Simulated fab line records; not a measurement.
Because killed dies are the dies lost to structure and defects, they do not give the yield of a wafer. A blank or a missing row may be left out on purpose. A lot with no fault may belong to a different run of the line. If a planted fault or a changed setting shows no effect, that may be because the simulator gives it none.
fab line records | flow sky130
record lots=6 wafers=18 lastDay=50
route steps=708 shown VIA1@467 METAL2@483 PAD_OPEN@708
lots that met no fault: from a run of the same line without faults
startH: hours from the record's opening day to when the first of the lot's shown wafers began | waitH: hours since the lot's step before | " unchanged from the row above | L1.1+2: a row that stands for several wafers | - no value present, or no start provided | * or withheld: withheld | < > ~ a bound
route shown NAME@n: names a module that has steps shown in the file, with the first one's number in the route | usual: mean/standard deviation taken from wafers without a fault | same: alike in all rows | chamber/n: place in a boat | sites: each site's reading | _std_site: standard deviation of those values | _edge_site: outer sites' mean less inner sites' | radiusMm: for every site, how far away it sits from the centre of the wafer | mask NAME#n: copy n | behind: the most recent tool/chamber to have shaped the wafer | hold: why the lot was held/for how many hours/how that ended | device: the n, p or np transistor that did not switch | end of line: at the end of the route, the tests of the same wafers | step lacking rows: just its recipe | killed: at the first sort, the dies lost to defects and structure; wafer yield is something else | map: a wafer's dies, marking killed ones x, the rest . and places with no die _
set.NAME: setting as actually run; set.NAME@STEP: the setting as run at that earlier step | model.NAME: the simulator's own value behind a step, which no gauge read
certain route steps with their lots: each step a table, each wafer a row
services: when a tool's chamber went out of use (startH, in hours from the record's first day, below 0 if earlier), for how many hours, and the reason
## steps
# step SKY_VIA1_EXPOSE_09
# recipe maskId=VIM na=0.8 sourceShape=annular sigmaInner=0.55 sigmaOuter=0.85 targetCdNm=150 doseMj=38
# step SKY_VIA1_PEB_10
# recipe pebTempC=withheld pebTimeS=withheld resist=KrF-thick
# step SKY_VIA1_DEVELOP_11
# recipe developTimeS=61.65 resist=KrF-thick devTempC=21
# step SKY_VIA1_CD_MEAS_12
# recipe targetCdNm=150
# usual cdNm=149.9/1.7
# columns lot.wafer tool chamber startH waitH cdNm
L875.1 cdSem-02 - 784.19 - 150.6
L875.2 " - " " 150.2
L875.4 " - " " 149.6
L880.1 cdSem-01 - 827.73 - 149.5
L880.3 " - " " 146.4
L880.4 " - " " 148.9
L881.2 cdSem-02 - 831.20 - 149.3
L881.5 " - " " 150.3
L881.6 " - " " 150.3
L891.2 cdSem-02 - 907.26 - 150.5
L891.3 " - " " 149.8
L891.6 " - " " 150.8
L893.1 cdSem-02 - 927.99 - 150.3
L893.2 " - " " 148.9
L893.3 " - " " 149.7
L897.1 cdSem-02 - 975.53 - 151.6
L897.5 " - " " 151.3
L897.6 " - " " 151.7
# step SKY_VIA1_OVL_MEAS_13
# usual VIA1_OVL=1/6.4
# columns lot.wafer tool chamber startH waitH VIA1_OVL[nm]
L875.1 overlay-02 - 784.31 0.1 -2
L875.2 " - " " 6
L875.4 " - " " 7
L880.1 overlay-01 - 827.85 0.1 2
L880.3 " - " " 6
L880.4 " - " " 11
L881.2 overlay-01 - 831.31 0.1 4
L881.5 " - " " 0
L881.6 " - " " 4
L891.2 overlay-01 - 907.36 0.1 -3
L891.3 " - " " 6
L891.6 " - " " 2
L893.1 overlay-02 - 928.11 0.1 2
L893.2 " - " " 5
L893.3 " - " " 7
L897.1 overlay-02 - 975.65 0.1 2
L897.5 " - " " 3
L897.6 " - " " 6
# step SKY_VIA1_ETCH_14
# recipe chemistry=N2/H2 target=BARC ionEnergyEv=200 sourceW=500 biasW=100 pressureMtorr=30 n2FlowSccm=100 h2FlowSccm=200 stopOn=SiO2 timeS=45.9 targetDepthA=600
# usual drypumpMotorCurrentA=5.8/0.32 oesProductAu=0.856/0.0053 throttleValvePct=13.224/0.0095
# columns lot.wafer tool chamber startH waitH drypumpMotorCurrentA oesProductAu rfHoursCounterH throttleValvePct
L875.1 rieDiel-01 0 784.34 0.0 6.3 0.854 8 13.220
L875.2 " 1 " " 5.7 0.863 12 13.217
L875.4 " 3 " " 5.6 0.852 0 13.228
L880.1 rieDiel-04 0 827.89 0.0 5.7 0.852 8 13.212
L880.3 " 1 " " 5.7 0.850 21 13.203
L880.4 " 3 " " 5.6 0.855 16 13.219
L881.2 rieDiel-02 0 831.34 0.0 5.5 0.854 23 13.217
L881.5 " 0 " " 5.6 0.851 - 13.209
L881.6 " 1 " " 6.3 0.851 - 13.229
L891.2 rieDiel-01 0 907.39 0.0 6.3 0.857 11 13.215
L891.3 " 1 " " 5.7 0.854 15 13.213
L891.6 " 3 " " 5.6 0.851 - 13.213
L893.1 rieDiel-04 3 928.14 0.0 5.6 0.857 20 13.236
L893.2 " 1 " " 5.7 0.843 24 13.233
L893.3 " 2 " " 6.0 0.855 20 13.246
L897.1 rieDiel-02 3 975.69 0.0 5.0 0.861 22 13.235
L897.5 " 3 " " 5.0 0.847 - 13.234
L897.6 " 0 " " 5.5 0.860 - 13.233
# step SKY_VIA1_ETCH_15
# recipe target=SiO2 chemistry=C4F8/O2/Ar targetDepthNm=351 stopOn=TiN maskMaterial=KrF-thick sourceW=1500 biasW=1200 pressureMtorr=40 c4f8FlowSccm=withheld O2_flow_sccm=6 Ar_flow_sccm=300 timeS=54
# usual oesProductAu=0.981/0.0066
# columns lot.wafer tool chamber startH waitH oesProductAu
L875.1 rieDiel-01 0 784.38 0.0 0.985
L875.2 " 1 " " 0.987
L875.4 " 3 " " 0.969
L880.1 rieDiel-04 0 827.93 0.0 0.985
L880.3 " 1 " " 0.974
L880.4 " 3 " " 0.985
L881.2 rieDiel-02 0 831.38 0.0 0.982
L881.5 " 0 " " 0.985
L881.6 " 1 " " 0.975
L891.2 rieDiel-01 0 907.43 0.0 0.984
L891.3 " 1 " " 0.978
L891.6 " 3 " " 0.984
L893.1 rieDiel-04 3 928.18 0.0 0.972
L893.2 " 1 " " 0.978
L893.3 " 2 " " 0.985
L897.1 rieDiel-02 3 975.73 0.0 0.974
L897.5 " 3 " " 0.980
L897.6 " 0 " " 0.987
# step SKY_VIA1_STRIP_16
# recipe chemistry=O2/N2 powerW=1400 pressureMtorr=1500 platenTempC=withheld o2FlowSccm=3000 n2FlowSccm=300 overashFraction=0.5
# usual drypumpMotorCurrentA=6.1/0.55 oesProductAu=0.416/0.0047 stripTimeToEndpointS=4.458/0.028
# columns lot.wafer tool chamber startH waitH drypumpMotorCurrentA oesProductAu rfHoursCounterH stripTimeToEndpointS
L875.1 plasmaAsher-03 0 784.43 0.0 6.7 0.421 96 4.455
L875.2 " 1 " " 5.5 0.415 96 4.439
L875.4 " 0 " " 6.7 0.414 - 4.460
L880.1 plasmaAsher-01 0 827.98 0.0 5.8 0.420 8 4.414
L880.3 " 0 " " 5.8 0.418 - 4.472
L880.4 " 1 " " 6.5 0.423 - 4.473
L881.2 plasmaAsher-03 0 831.43 0.0 6.7 0.412 100 4.456
L881.5 " 0 " " 6.7 0.411 - 4.462
L881.6 " 1 " " 5.5 0.420 - 4.458
L891.2 plasmaAsher-01 1 907.48 0.0 6.5 0.423 17 4.470
L891.3 " 1 " " 6.5 0.423 - 4.463
L891.6 " 0 " " 5.8 0.417 - 4.503
L893.1 plasmaAsher-03 1 928.23 0.0 5.5 0.422 111 4.524
L893.2 " 0 " " 6.7 0.419 111 4.504
L893.3 " 1 " " 5.5 0.418 - 4.466
L897.1 plasmaAsher-04 0 975.78 0.0 6.5 0.415 84 4.477
L897.5 " 1 " " 5.3 0.411 - 4.465
L897.6 " 0 " " 6.5 0.416 - 4.446
# step SKY_VIA1_STRIP_17
# recipe chemistry=postEtchResidueRemover timeS=1200 tempC=72.5
# step SKY_VIA1_CLEAN_18
# recipe chemistry=IPA timeS=180 tempC=25
# step SKY_VIA1_CLEAN_19
# recipe chemistry=O3/DIW dry=n2Spin
# step SKY_VIA1_SPUTTER_20
# recipe material=TiN targetThkNm=20 chamberPressurePa=5 powerW=4000 timeS=80
# usual throttleValvePct=30.3/0.82
# columns lot.wafer tool chamber startH waitH throttleValvePct
L875.1 pvdSputter-02 - 785.10 0.0 31.5
L875.2 " - " " 30.4
L875.4 " - " " 28.7
L880.1 pvdSputter-01 - 828.57 0.0 30.9
L880.3 " - " " 29.3
L880.4 " - " " 30.6
L881.2 pvdSputter-02 - 832.02 0.0 29.1
L881.5 " - " " 30.7
L881.6 " - " " 31.3
L891.2 pvdSputter-02 - 908.07 0.0 31.2
L891.3 " - " " 28.9
L891.6 " - " " 29.3
L893.1 pvdSputter-01 - 928.83 0.0 30.3
L893.2 " - " " 30.9
L893.3 " - " " 29.5
L897.1 pvdSputter-04 - 976.37 0.0 29.3
L897.5 " - " " 31.0
L897.6 " - " " 31.1
# step SKY_VIA1_CVD_21
# recipe material=W targetThkNm=270 timeS=80.902 tempC=400 pressureTorr=40
# usual heaterPowerW=889/93
# columns lot.wafer tool chamber startH waitH heaterPowerW model.W_of_VIA1_CVD_21.thkNm
L875.1 cvdW-02 1 785.17 0.0 844 267.7
L875.2 " 0 " " 1003 274.8
L875.4 " 1 " " 841 270.4
L880.1 cvdW-02 1 828.63 0.0 852 178.7
L880.3 " 1 " " 816 175.1
L880.4 " 0 " " 1012 269
L881.2 cvdW-02 1 832.08 0.0 852 266.2
L881.5 " 0 " " 997 273.9
L881.6 " 1 " " 840 179.4
L891.2 cvdW-02 0 908.13 0.0 994 273.7
L891.3 " 1 " " 825 266.5
L891.6 " 1 " " 841 265.6
L893.1 cvdW-01 1 928.89 0.0 842 265.4
L893.2 " 0 " " 732 272.3
L893.3 " 0 " " 737 273.4
L897.1 cvdW-02 0 976.43 0.0 1007 274.6
L897.5 " 1 " " 843 265.7
L897.6 " 0 " " 1009 275
# step SKY_VIA1_RS_MEAS_22
# recipe thkMeasGauge=four-point-probe reads=W_of_VIA1_CVD_21+TiN_of_VIA1_SPUTTER_20
# usual VIA1_W_RS=0.426/0.007
# columns lot.wafer tool chamber startH waitH VIA1_W_RS[ohm/sq]
L875.1 filmMetro-04 - 785.26 0.1 0.430
L875.2 " - " " 0.418
L875.4 " - " " 0.426
L880.1 filmMetro-02 - 828.72 0.1 0.649
L880.3 " - " " 0.663
L880.4 " - " " 0.427
L881.2 filmMetro-02 - 832.19 0.1 0.432
L881.5 " - " " 0.419
L881.6 " - " " 0.647
L891.2 filmMetro-02 - 908.25 0.1 0.420
L891.3 " - " " 0.432
L891.6 " - " " 0.434
L893.1 filmMetro-04 - 928.98 0.1 0.433
L893.2 " - " " 0.422
L893.3 " - " " 0.421
L897.1 filmMetro-03 - 976.52 0.1 0.420
L897.5 " - " " 0.433
L897.6 " - " " 0.418
# step SKY_VIA1_THK_MEAS_23
# recipe thkMeasGauge=xrf reads=W_of_VIA1_CVD_21
# usual VIA1_W_THK=268/4.7
# columns lot.wafer tool chamber startH waitH VIA1_W_THK[nm]
L875.1 filmMetro-04 - 785.38 0.1 265
L875.2 " - " " 270
L875.4 " - " " 267
L880.1 filmMetro-02 - 828.84 0.1 179
L880.3 " - " " 175
L880.4 " - " " 270
L881.2 filmMetro-02 - 832.30 0.1 268
L881.5 " - " " 275
L881.6 " - " " 180
L891.2 filmMetro-02 - 908.36 0.1 275
L891.3 " - " " 269
L891.6 " - " " 267
L893.1 filmMetro-04 - 929.10 0.1 261
L893.2 " - " " 270
L893.3 " - " " 268
L897.1 filmMetro-03 - 976.64 0.1 270
L897.5 " - " " 262
L897.6 " - " " 270
# step SKY_VIA1_CMP_24
# recipe stopOn=SiO2 tOverpolishS=15 downForcePsi=3.5 platenRpm=60 targetThkNm=0 padVelocityMS=0.94248
# usual motorCurrentA=11.2/0.79 timeToEndpointS=64/3.8
# columns lot.wafer tool chamber startH waitH motorCurrentA timeToEndpointS
L875.1 cmp-01 3 785.71 0.3 11.4 65
L875.2 " 0 " " 11.7 65
L875.4 " 1 " " 11.6 62
L880.1 cmp-01 2 828.90 0.1 10.7 41
L880.4 " 0 " " 11.5 61
L880.3 " 1 " " 11.8 40
L881.2 cmp-01 0 832.50 0.2 11.3 62
L881.6 " 1 " " 11.8 40
L881.5 " 2 " " 10.3 63
L891.3 cmp-01 2 908.41 0.0 10.8 68
L891.2 " 1 " " 11.2 70
L891.6 " 2 " " 10.9 67
L893.2 cmp-02 0 929.21 0.1 11.4 66
L893.3 " 1 " " 13.1 65
L893.1 " 2 " " 10.4 63
L897.1 cmp-02 0 976.86 0.2 11.4 70
L897.6 " 1 " " 12.6 69
L897.5 " 2 " " 10.0 66
# step SKY_METAL2_SPUTTER_00
# recipe material=Ti targetThkNm=15 powerW=3000 timeS=10 chamberPressurePa=0.4
# usual throttleValvePct=30.2/0.67
# columns lot.wafer tool chamber startH waitH throttleValvePct
L875.1 pvdSputter-04 - 785.96 0.2 29.2
L875.2 " - " " 30.9
L875.4 " - " " 30.6
L880.1 pvdSputter-02 - 829.20 0.2 31.2
L880.3 " - " " 30.8
L880.4 " - " " 29.2
L881.2 pvdSputter-04 - 832.65 0.1 30.6
L881.5 " - " " 30.7
L881.6 " - " " 30.7
L891.2 pvdSputter-04 - 908.71 0.1 30.7
L891.3 " - " " 29.3
L891.6 " - " " 30.9
L893.1 pvdSputter-03 - 929.46 0.1 29.8
L893.2 " - " " 30.4
L893.3 " - " " 30.0
L897.1 pvdSputter-04 - 977.01 0.1 29.2
L897.5 " - " " 30.6
L897.6 " - " " 30.9
# step SKY_PAD_OPEN_PROBE_99
# usual defectLimitedYield=82.3/2 killed_at_M0_to_M3=43/6.8 killed_at_M4_up=3.2/1.9 killedAtContacts=24/5 killedAtFrontEnd=16/4.9 killedAtOther=0.4/0.76 killedDies=87/10 killedOpen=47/7.3 killedShort=39/6.2 sort_bin_3_pad_short=0.9/0.4 sort_bin_5_function=10.5/1.5 sort_bin_6_memory=6.4/1.2 sortNPass=405/10 sortYieldPct=82.3/2
# same grossDies=492 killedAtBackSide=0 sort_bin_4_leakage[%]=0 sort_bin_8_speed[%]=0
# columns lot.wafer tool chamber startH waitH defectLimitedYield[%] killed_at_M0_to_M3 killed_at_M4_up killedAtContacts killedAtFrontEnd killedAtOther killedDies killedOpen killedShort sort_bin_3_pad_short[%] sort_bin_5_function[%] sort_bin_6_memory[%] sortNPass sortYieldPct[%]
L881.2 prober-02 - 1103.74 0.1 81.9 47 0 27 14 1 89 48 41 0.6 11.6 5.9 403 81.9
L881.5 prober-02 - 1103.89 0.2 82.1 44 4 20 18 2 88 53 34 0.8 11.0 6.1 404 82.1
L881.6 prober-02 - 1103.94 0.2 81.3 43 2 21 26 0 92 52 40 1.4 9.6 7.7 400 81.3
L891.2 prober-02 - 1161.75 0.1 84.6 34 5 24 12 1 76 41 34 0.2 9.1 6.1 416 84.6
L891.3 prober-02 - 1161.80 0.2 84.6 39 3 22 11 1 76 36 38 1.2 9.1 5.1 416 84.6
L891.6 prober-02 - 1161.95 0.2 82.1 52 2 22 11 1 88 50 38 0.8 10.0 7.1 404 82.1
L893.1 prober-02 - 1176.20 0.1 81.5 52 1 19 19 0 91 46 45 0.6 11.6 6.3 401 81.5
L893.2 prober-02 - 1176.25 0.1 79.3 56 3 27 15 1 102 66 35 0.4 14.0 6.3 390 79.3
L893.3 prober-02 - 1176.30 0.2 80.3 53 3 21 20 0 97 49 48 1.0 11.6 7.1 395 80.3
# killed by level:class
L881.2 VIA1:geometricParticle:open=18 VIA1:geometricParticle:short=9 CONTACT:geometricParticle:open=9 VIA2:geometricParticle:open=5 LI_CONTACT:geometricParticle:open=5 LOCAL_INTERCONNECT:geometricParticle:short=5 CONTACT:geometricParticle:short=5 FIELD_ISO:geometricParticle:short=4
L881.5 VIA1:geometricParticle:open=11 VIA2:geometricParticle:open=8 POLY_GATE:geometricParticle:open=7 LI_CONTACT:geometricParticle:open=6 FIELD_ISO:geometricParticle:short=5 VIA3:geometricParticle:open=5 METAL2:geometricParticle:short=5 CONTACT:geometricParticle:short=5
L881.6 VIA1:geometricParticle:open=13 CONTACT:geometricParticle:open=8 FIELD_ISO:geometricParticle:short=6 POLY_GATE:geometricParticle:open=6 VIA1:geometricParticle:short=5 LI_CONTACT:geometricParticle:open=4 LOCAL_INTERCONNECT:geometricParticle:short=4 CONTACT:geometricParticle:short=4
L891.2 LI_CONTACT:geometricParticle:open=7 VIA1:geometricParticle:open=7 METAL2:geometricParticle:short=6 CONTACT:geometricParticle:short=6 VIA3:geometricParticle:open=6 FIELD_ISO:geometricParticle:open=5 LOCAL_INTERCONNECT:geometricParticle:short=4 CONTACT:geometricParticle:open=4
L891.3 CONTACT:geometricParticle:open=8 VIA1:geometricParticle:open=8 VIA1:geometricParticle:short=8 CONTACT:geometricParticle:short=5 METAL1:geometricParticle:short=5 METAL2:geometricParticle:short=5 LI_CONTACT:geometricParticle:open=4 FIELD_ISO:geometricParticle:open=3
L891.6 CONTACT:geometricParticle:open=9 VIA1:geometricParticle:open=9 VIA3:geometricParticle:open=8 LI_CONTACT:geometricParticle:open=6 METAL1:geometricParticle:short=6 VIA2:geometricParticle:open=6 CONTACT:geometricParticle:short=5 FIELD_ISO:geometricParticle:short=4
L893.1 VIA2:geometricParticle:open=8 METAL1:geometricParticle:short=8 VIA1:geometricParticle:open=8 VIA3:geometricParticle:open=7 CONTACT:geometricParticle:open=7 POLY_GATE:geometricParticle:open=6 VIA3:geometricParticle:short=6 VIA1:geometricParticle:short=5
L893.2 VIA1:geometricParticle:open=16 CONTACT:geometricParticle:open=11 VIA2:geometricParticle:open=10 LI_CONTACT:geometricParticle:open=9 VIA3:geometricParticle:open=9 FIELD_ISO:geometricParticle:short=6 METAL1:geometricParticle:short=6 VIA2:geometricParticle:short=5
L893.3 VIA1:geometricParticle:open=12 VIA2:geometricParticle:open=8 POLY_GATE:geometricParticle:open=6 LOCAL_INTERCONNECT:geometricParticle:short=6 METAL2:geometricParticle:short=6 VIA3:geometricParticle:open=6 FIELD_ISO:geometricParticle:short=5 LI_CONTACT:geometricParticle:open=5
## services
# columns tool chamber startH hours kind
cmp-02 - 764.08 1.6 repair
rieDiel-02 3 768.92 11.6 repair
cmp-02 - 771.63 0.9 repair
rieDiel-01 - 777.95 1.2 repair
pvdSputter-01 - 779.11 12.4 repair
rieDiel-04 3 785.62 1.3 repair
rieDiel-02 1 800.10 1.3 repair
rieDiel-01 0 801.21 7.3 repair
plasmaAsher-03 - 823.49 0.8 repair
rieDiel-02 3 823.65 17.4 repair
cvdW-02 1 840.23 8.4 repair
pvdSputter-04 - 848.46 4.0 repair
pvdSputter-04 - 848.78 3.6 repair
rieDiel-04 2 851.65 6.2 repair
rieDiel-04 - 864.37 2.8 pm
cmp-01 - 877.82 12.5 repair
rieDiel-04 0 886.69 42.2 repair
cmp-01 - 890.29 3.9 pm
plasmaAsher-03 - 908.79 4.1 repair
cmp-01 - 912.16 4.0 pm
cvdW-02 - 935.30 2.8 pm
rieDiel-02 - 947.96 2.8 pm
plasmaAsher-03 - 950.21 2.2 repair
rieDiel-01 - 963.78 0.8 repair
## key
firstSign step=SKY_VIA1_RS_MEAS_22 reading=VIA1_W_RS direction=up sigmas=32 usual=0.426 struck=0.653
effect step=SKY_VIA1_THK_MEAS_23 reading=VIA1_W_THK direction=down sigmas=19 usual=268 struck=178
effect step=SKY_VIA1_CMP_24 reading=timeToEndpointS direction=down sigmas=6.2 usual=* struck=*
modelEffect step=SKY_VIA1_CVD_21 value=W_of_VIA1_CVD_21.thkNm without=264.9 struck=177.7
metAt SKY_VIA1_CVD_21
struckWafers L880.1,L880.3,L881.6
onsetBetween 785.17 828.63
fault kind=processParameterDrift tool=cvdW-02 chamber=- onsetH=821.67 steps=SKY_VIA1_CVD_21 channel=targetThkNm offset=-87.396 shape=step endH=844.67 scope=struckWafersOnly actsIn=theseRecipesOnly stated=270
